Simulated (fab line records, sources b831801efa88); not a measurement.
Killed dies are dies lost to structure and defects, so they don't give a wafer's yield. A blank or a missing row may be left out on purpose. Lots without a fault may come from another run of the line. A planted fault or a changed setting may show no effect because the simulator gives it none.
A struck lot beside a sound one | flow gf180mcu | 15 steps out of a route of 602
Sound: wafers L555.3, L555.5, L555.6. Struck: wafers L547.1, L547.5, L547.6. The cause comes at the end.
At each step with rows: each side's tool, then ch and its chambers, then its first start. Under that, the readings that differ: sound wafers | struck wafers | difference of the means | sigmas: that difference in standard deviations of wafers without a fault.
alike: readings whose means differ by less than 2 such deviations, and words and numbers that are the same on both sides. not compared: withheld readings, readings that some wafer has no value for, bounds like >300 that may hide the same value, and numbers for which the record gives no deviation and whose values overlap.
The two part at a step that has a row with sigmas, a row that says differs or no value, or rows on one side only. Numbers that don't overlap but have no deviation are shown without sigmas and don't part them. A reading that every wafer of one side lacks parts them only if that side has two wafers or more.

first, 3 steps without rows for these wafers: GF_V1_EXPOSE_11 (exposes mask Via1, target cd 260 nm); GF_V1_PEB_12 (peb time 90 s); GF_V1_DEVELOP_13 (develop time 60 s).
GF_V1_CD_MEAS_14: target cd 260 nm.
  sound on cd_sem-01, day 24 23:38; struck on cd_sem-02, day 21 20:03
  alike: cd_nm
GF_V1_OVL_MEAS_15:
  sound on overlay-01, day 24 23:44; struck on overlay-02, day 21 20:10
  alike: V1_OVL
GF_V1_ETCH_16: etches BARC in N2/H2.
  sound on rie_diel-01 ch 1,2, day 24 23:46; struck on rie_diel-03 ch 0,1, day 21 20:13
  alike: drypump_motor_current_A, n2_flow_sccm, oes_product_au, throttle_valve_pct
GF_V1_ETCH_17: etches SiO2 in C4F8/O2/Ar, stops on TiN, target depth 630 nm.
  sound on rie_diel-01 ch 1,2; struck on rie_diel-03 ch 0,1
  alike: oes_product_au
GF_V1_STRIP_18: strips in O2/N2.
  sound on plasma_asher-04 ch 0,1, day 24 23:55; struck on plasma_asher-04 ch 0,1, day 21 20:20
  alike: drypump_motor_current_A, heater_power_w, n2_flow_sccm, oes_product_au
  not compared: rf_hours_counter_h
then, 2 steps without rows for these wafers: GF_V1_STRIP_19 (strips in post etch residue remover, time 1200 s); GF_V1_CLEAN_20 (cleans in DIW).
GF_V1_SPUTTER_21: material Ti, target thk 15 nm, time 80.02 s.
  sound on pvd_sputter-02, day 25 00:27; struck on pvd_sputter-02, day 21 20:56
  alike: throttle_valve_pct
GF_V1_SPUTTER_22: material TiN, target thk 10 nm, time 40 s.
  sound on pvd_sputter-02, day 25 00:31; struck on pvd_sputter-02, day 21 21:00
  alike: throttle_valve_pct
GF_V1_CVD_23: deposits W, target thk 350 nm, time 105.05 s.
  sound on cvd_w-01 ch 0,1, day 25 00:35; struck on cvd_w-01 ch 0,1, day 21 21:03
  reading                          | sound             | struck            | difference | sigmas
  chamber_pressure_Torr (Torr)     | 39.93 40.05 40.01 | 38.67 38.62 38.76 | -1.31      | -15
  model.W_of_V1_CVD_23.thk_nm (nm) | 350.5 352.7 356   | 339.1 341.7 341.5 | -12.3      |
  alike: heater_power_w
GF_V1_RS_MEAS_24: measures by four-point-probe.
  sound on film_metro-04, day 25 00:44; struck on film_metro-03, day 21 21:10
  reading          | sound             | struck            | difference | sigmas
  V1_W_RS (ohm/sq) | 0.328 0.325 0.322 | 0.338 0.335 0.335 | +0.011     | +4
GF_PASSIVATION_PROBE_99:
  the record has rows for the sound wafers here (prober-02, day 34 01:29) and none for the struck ones

WHERE THEY PART
First at GF_V1_CVD_23; last, within this record, at GF_PASSIVATION_PROBE_99.

WHY: what the simulator had put in
Process parameter drift: cvd_w-01, from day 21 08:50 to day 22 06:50, at GF_V1_CVD_23. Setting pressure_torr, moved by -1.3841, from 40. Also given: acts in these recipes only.
